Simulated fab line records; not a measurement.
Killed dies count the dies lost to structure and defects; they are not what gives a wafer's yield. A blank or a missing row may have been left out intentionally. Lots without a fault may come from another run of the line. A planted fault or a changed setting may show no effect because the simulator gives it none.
Matching of chambers | flow gf180mcu | GF_V4_CMP_26 on cmp-01 has 4 sister chambers
The step polishes, stops on SiO2, t overpolish 15 s, target thk 0 nm. 14 wafers are shown with their chamber, then 7 later ones without.

## WAFERS WITH THEIR CHAMBER
wafer  | chamber | motor_current_A (A) | time_to_endpoint_s (s) | overpolish_run_s (s)
L863.1 | 1       | 8.9                 | 93                     | 14.991
L863.5 | 2       | 9.4                 | 85                     | 15.005
L863.6 | 3       | 10.9                | 93                     | 15.002
L864.2 | 1       | 9.5                 | 87                     | 14.992
L864.3 | 0       | 13.3                | 85                     | 14.986
L864.5 | 3       | 10.0                | 89                     | 14.988
L865.1 | 1       | 9.0                 | 91                     | 15.005
L865.5 | 0       | 13.2                | 84                     | 15.006
L865.6 | 3       | 10.4                | 91                     | 15.013
L866.1 | 3       | 10.4                | 87                     | 14.999
L866.2 | 2       | 9.2                 | 91                     | 15.006
L866.5 | 0       | 13.0                | 86                     | 15.003
L871.2 | 1       | 9.0                 | 88                     | 15.004
L871.3 | 2       | 9.5                 | 88                     | 14.984

SIGNATURES (means of the wafers above)
reading            | chamber 0 | chamber 1 | chamber 2 | chamber 3 | scatter within a chamber
motor_current_A    | 13.167    | 9.100     | 9.367     | 10.425    | 0.268
time_to_endpoint_s | 85.00     | 89.75     | 88.00     | 90.00     | 2.5
overpolish_run_s   | 14.99833  | 14.99800  | 14.99833  | 15.00050  | 0.0101
Rule: distance of a wafer from a chamber = root of the sum over the readings of ((wafer's reading minus chamber's mean) / reading's scatter) squared. If the next closest chamber is less than 2 further off than the closest, the wafer can't be placed; otherwise it belongs to the closest. The scatter is the square root of a quotient: the sum, over the shown wafers, of each reading's squared deviation from its chamber's mean, divided by wafers minus chambers.

## WAFERS WITHOUT THEIR CHAMBER
wafer  | motor_current_A (A) | time_to_endpoint_s (s) | overpolish_run_s (s)
L871.5 | 8.6                 | 90                     | 15.005
L873.1 | 12.5                | 87                     | 15.017
L873.4 | 9.0                 | 87                     | 15.003
L873.6 | 9.3                 | 88                     | 14.995
L879.2 | 13.4                | 87                     | 15.002
L879.4 | 9.9                 | 88                     | 14.992
L879.5 | 9.6                 | 89                     | 14.993

## WHICH CHAMBER EACH ONE RAN IN
wafer  | from the rows above          | in truth
L871.5 | can't be placed: 1 or 2      | 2
L873.1 | 0                            | 0
L873.4 | can't be placed: 1 or 2      | 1
L873.6 | can't be placed: 2 or 1      | 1
L879.2 | 0                            | 0
L879.4 | can't be placed: 2 or 3 or 1 | 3
L879.5 | can't be placed: 2 or 1      | 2
Placed correctly: 2 of 7. Not placeable from these rows: 5 (in 5, the candidates include the true chamber). Placed wrongly: 0.
